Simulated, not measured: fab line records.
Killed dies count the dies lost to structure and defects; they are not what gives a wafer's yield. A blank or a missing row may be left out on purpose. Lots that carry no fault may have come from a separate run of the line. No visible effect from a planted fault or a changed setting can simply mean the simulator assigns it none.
Chamber matching || flow gf180mcu || GF_V4_CMP_26 on cmp-02 has 4 sister chambers
The step polishes, stops on SiO2, t overpolish 15 s, target thk 0 nm. 4 wafers are shown with their chamber, then 12 later ones without.

## EACH WAFER AND ITS CHAMBER
{"wafer": "L087.5", "chamber": 3, "motor current A (A)": 9.6}
{"wafer": "L088.1", "chamber": 1, "motor current A (A)": 12.4}
{"wafer": "L088.3", "chamber": 2, "motor current A (A)": 11.1}
{"wafer": "L088.6", "chamber": 0, "motor current A (A)": 10.2}

## WAFERS WITHOUT THEIR CHAMBER
{"wafer": "L090.1", "motor current A (A)": 10.3}
{"wafer": "L090.2", "motor current A (A)": 10.6}
{"wafer": "L090.3", "motor current A (A)": 11.9}
{"wafer": "L091.1", "motor current A (A)": 12.8}
{"wafer": "L091.3", "motor current A (A)": 11.3}
{"wafer": "L091.6", "motor current A (A)": 11.3}
{"wafer": "L094.2", "motor current A (A)": 10.3}
{"wafer": "L094.5", "motor current A (A)": 11.5}
{"wafer": "L094.6", "motor current A (A)": 10.1}
{"wafer": "L097.3", "motor current A (A)": 13.1}
{"wafer": "L097.4", "motor current A (A)": 11.3}
{"wafer": "L097.5", "motor current A (A)": 12.5}

## THE CHAMBER EACH PASSED THROUGH
{"wafer": "L090.1", "from the rows above": "can't be placed: 0 or 3", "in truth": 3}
{"wafer": "L090.2", "from the rows above": "can't be placed: 0 or 2 or 3", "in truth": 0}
{"wafer": "L090.3", "from the rows above": "can't be placed: 1 or 2", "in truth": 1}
{"wafer": "L091.1", "from the rows above": 1, "in truth": 1}
{"wafer": "L091.3", "from the rows above": 2, "in truth": 2}
{"wafer": "L091.6", "from the rows above": 2, "in truth": 2}
{"wafer": "L094.2", "from the rows above": "can't be placed: 0 or 3", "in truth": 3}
{"wafer": "L094.5", "from the rows above": "can't be placed: 2 or 1", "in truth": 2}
{"wafer": "L094.6", "from the rows above": "can't be placed: 0 or 3", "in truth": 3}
{"wafer": "L097.3", "from the rows above": 1, "in truth": 1}
{"wafer": "L097.4", "from the rows above": 2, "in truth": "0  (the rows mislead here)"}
{"wafer": "L097.5", "from the rows above": 1, "in truth": 1}
Correctly placed: 5 of 12. From these rows, 6 cannot be placed; in 6 the true chamber is one of the candidates. 1 placed wrongly.
How it was worked out, from the rows above alone: a wafer's distance from a chamber is the root of the sum, over the readings, of the square of ((its reading less the chamber's mean) divided by the reading's scatter). If the next closest chamber is less than 2 further off than the closest, the wafer can't be placed; otherwise it belongs to the closest. A chamber's mean is the mean of its shown wafers. The scatter: root of mean squared gap, hidden wafer to nearest shown wafer, with one shown wafer a chamber.
